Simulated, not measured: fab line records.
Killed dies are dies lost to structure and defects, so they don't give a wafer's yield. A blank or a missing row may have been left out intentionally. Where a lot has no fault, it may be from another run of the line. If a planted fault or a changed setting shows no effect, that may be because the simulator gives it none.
A lot that was struck, set against a sound lot || flow sky130 || 17 steps out of a route of 708
Sound: these wafers, L832.2, L832.3, L832.4. The struck wafers were L838.1, L838.3, L838.6. The cause is given at the end.
At each step with rows: each side's tool, then ch and its chambers, then its first start. Under that, the readings that differ: sound wafers || struck wafers || difference of the means || sigmas: that difference in standard deviations of wafers without a fault.
alike: a reading whose means differ by less than 2 such deviations, as well as words and numbers matching on both sides. not compared: withheld readings; readings where some wafer has no value; bounds like >300 that might hide an equal value; numbers whose values overlap and for which the record gives no deviation.
Wherever a step has rows on one side only, a row that says differs or no value, or a row with sigmas, the two part there. When numbers do not overlap yet have no deviation, they are printed without sigmas and do not part them. A reading missing from all wafers of one side parts the sides only when that side holds two or more wafers.

first, 1 step without rows for these wafers: SKY_VT_ADJUST_LVTN_IMPLANT_19.
SKY_VT_ADJUST_LVTN_STRIP_20: strips in O2/N2.
  sound on plasma asher-03 ch 0,1, day 11 04:20; struck on plasma asher-01 ch 0,1, day 12 12:55
  alike: drypump motor current A, oes product au, strip time to endpoint s
  not compared: rf hours counter h
SKY_VT_ADJUST_LVTN_TW_MEAS_21:
  sound on film metro-03, day 11 04:26; struck on film metro-04, day 12 13:01
  alike: VT_ADJUST_LVTN_2_TW
then, 7 steps without rows for these wafers: SKY_VT_ADJUST_NCORE_DEHYDRATE_00 (time 59.08 s); SKY_VT_ADJUST_NCORE_HMDS_01 (prime time 60 s); SKY_VT_ADJUST_NCORE_COAT_02 (resist thk 1140 nm); SKY_VT_ADJUST_NCORE_SOFTBAKE_03 (time 60 s); SKY_VT_ADJUST_NCORE_EXPOSE_04 (exposes mask LVTN COMPLEMENT THIN, target cd 380 nm); SKY_VT_ADJUST_NCORE_PEB_05; SKY_VT_ADJUST_NCORE_DEVELOP_06 (develop time 60 s).
SKY_VT_ADJUST_NCORE_CD_MEAS_07: the cd target is 380 nm.
  sound on cd sem-01, day 12 05:00; struck on cd sem-02, day 13 14:02
  alike: cd nm
SKY_VT_ADJUST_NCORE_OVL_MEAS_08:
  sound on overlay-01, day 12 05:07; struck on overlay-02, day 13 14:09
  alike: VT_ADJUST_NCORE_OVL
SKY_VT_ADJUST_NCORE_IMPLANT_09:
  sound on implanter-02 ch 0, day 12 05:10; struck on implanter-04 ch 0, day 13 14:11
{"reading": "beam on s (s)", "sound": "10.02 9.71 10.26", "struck": "11.79 12.25 11.69", "difference": "+1.91", "sigmas": "+10"}
{"reading": "end station pressure torr (Torr)", "sound": "4.91e-06 4.61e-06 5.25e-06", "struck": "8.706e-05 8.759e-05 9.322e-05", "difference": "+8.437e-05", "sigmas": "+99 or more"}
{"reading": "faraday current uA", "sound": "13.50 13.99 13.19", "struck": "11.45 11.05 11.55", "difference": -2.21, "sigmas": -9}
SKY_VT_ADJUST_NCORE_STRIP_10: strips in O2/N2.
  sound on plasma asher-02 ch 0,1, day 12 05:17; struck on plasma asher-03 ch 1, day 13 14:20
  alike: drypump motor current A, oes product au, strip time to endpoint s
  not compared: rf hours counter h
SKY_VT_ADJUST_NCORE_TW_MEAS_11:
  sound on film metro-04, day 12 05:24; struck on film metro-03, day 13 14:26
{"reading": "VT_ADJUST_NCORE_TW", "sound": "218.4 218.8 219.1", "struck": "231.7 230.5 231.0", "difference": "+12.3", "sigmas": "+11"}
then, 1 step without rows for these wafers: SKY_VT_ADJUST_HVTR_DEHYDRATE_00 (time 60 s).
-- record jumps: 36 days separate the struck wafers' starts on either side; left off in module VT_ADJUST_HVTR, taken up again in module PAD_OPEN, whose first shown step is the route's number 708 --
SKY_PAD_OPEN_PROBE_99:
  sound on prober-02, day 49 15:20; struck on prober-02, day 49 21:26
{"reading": "killed at other", "sound": "0 2 1", "struck": "0 0 0", "difference": -1, "sigmas": -2}
{"reading": "model.etest.nfet_16v.r on ohm um", "sound": "1.417e+04 1.425e+04 1.398e+04", "struck": "1.504e+04 1.492e+04 1.505e+04", "difference": "+8.700e+02", "sigmas": ""}
{"reading": "model.etest.nfet g5v0d10v5.r on ohm um", "sound": "1878 1885 1880", "struck": "1975 1950 1969", "difference": "+84", "sigmas": ""}
{"reading": "model.etest.tip_n_5v.rs ohm sq", "sound": "1398 1390 1391", "struck": "1411 1414 1418", "difference": "+21", "sigmas": ""}
{"reading": "model.etest.nfet g5v0d10v5.drive ua um", "sound": "617.3 611 618.2", "struck": "573.3 573.7 567.9", "difference": -43.9, "sigmas": ""}
  alike: killed_at_M0_to_M3, killed_at_M4_up, killed at contacts, killed at front end, killed dies, killed open, killed short
  not compared: model.etest.pfet g5v0d10v5.r on ohm um, model.etest.res pwell under gate.rs ohm sq, model.etest.pfet g5v0d10v5.drive ua um, model.etest.pfet_16v.drive ua um

## WHERE THEY PART
First at SKY_VT_ADJUST_NCORE_IMPLANT_09; last, within this record, at SKY_PAD_OPEN_PROBE_99.

WHY: what the simulator had put in
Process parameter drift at SKY_VT_ADJUST_NCORE_IMPLANT_09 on implanter-04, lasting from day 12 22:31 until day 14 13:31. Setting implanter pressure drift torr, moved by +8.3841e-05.
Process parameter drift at SKY_VT_ADJUST_NCORE_IMPLANT_09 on implanter-04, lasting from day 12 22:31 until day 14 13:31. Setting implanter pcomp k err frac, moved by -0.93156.
